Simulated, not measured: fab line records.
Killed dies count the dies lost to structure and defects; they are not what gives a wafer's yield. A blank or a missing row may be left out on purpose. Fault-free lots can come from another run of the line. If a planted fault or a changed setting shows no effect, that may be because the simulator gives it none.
Matching of chambers -- flow sky130 -- SKY_VIA3_ETCH_14 on rie-diel-02: 4 sister chambers
The step etches BARC in N2/H2, stops on SiO2, time 45.9 s, target depth 60 nm. 7 wafers are shown with their chamber, then 7 later ones without.

WAFERS, EACH WITH ITS CHAMBER
wafer,chamber,throttle-valve-pct (%),oes-product-au (a.u.)
L245.6,1,13.220,0.856
L250.1,2,13.253,0.851
L250.3,3,13.220,0.859
L252.2,2,13.220,0.857
L252.4,3,13.213,0.855
L256.3,0,13.220,0.848
L256.5,0,13.230,0.859

WAFERS WITHOUT THEIR CHAMBER
wafer,throttle-valve-pct (%),oes-product-au (a.u.)
L256.6,13.224,0.850
L261.1,13.220,0.858
L261.3,13.236,0.851
L261.4,13.224,0.858
L266.1,13.208,0.853
L266.4,13.223,0.860
L266.6,13.229,0.853

CHAMBER TAKEN BY EACH
wafer,from the rows above,in truth
L256.6,can't be placed: 0 or 2 or 1 or 3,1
L261.1,can't be placed: 3 or 1 or 0 or 2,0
L261.3,can't be placed: 2 or 0 or 1 or 3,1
L261.4,can't be placed: 1 or 3 or 0 or 2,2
L266.1,can't be placed: 3 or 1 or 0 or 2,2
L266.4,can't be placed: 3 or 1 or 0 or 2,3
L266.6,can't be placed: 0 or 2 or 1 or 3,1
0 of 7 placed correctly. From these rows, 7 cannot be placed; in 7 the true chamber is one of the candidates. Wrongly placed: 0.
How it was worked out, from the rows above alone: a wafer's distance from a chamber is the root of the sum, over the readings, of the square of ((its reading less the chamber's mean) divided by the reading's scatter). The wafer belongs to the nearest chamber; if the next one is less than 2 further off, it can't be placed. A chamber's mean is the mean of its shown wafers. The scatter: the root of (the sum of the squares of (reading less its chamber's mean) over the shown wafers, divided by (wafers less chambers)).
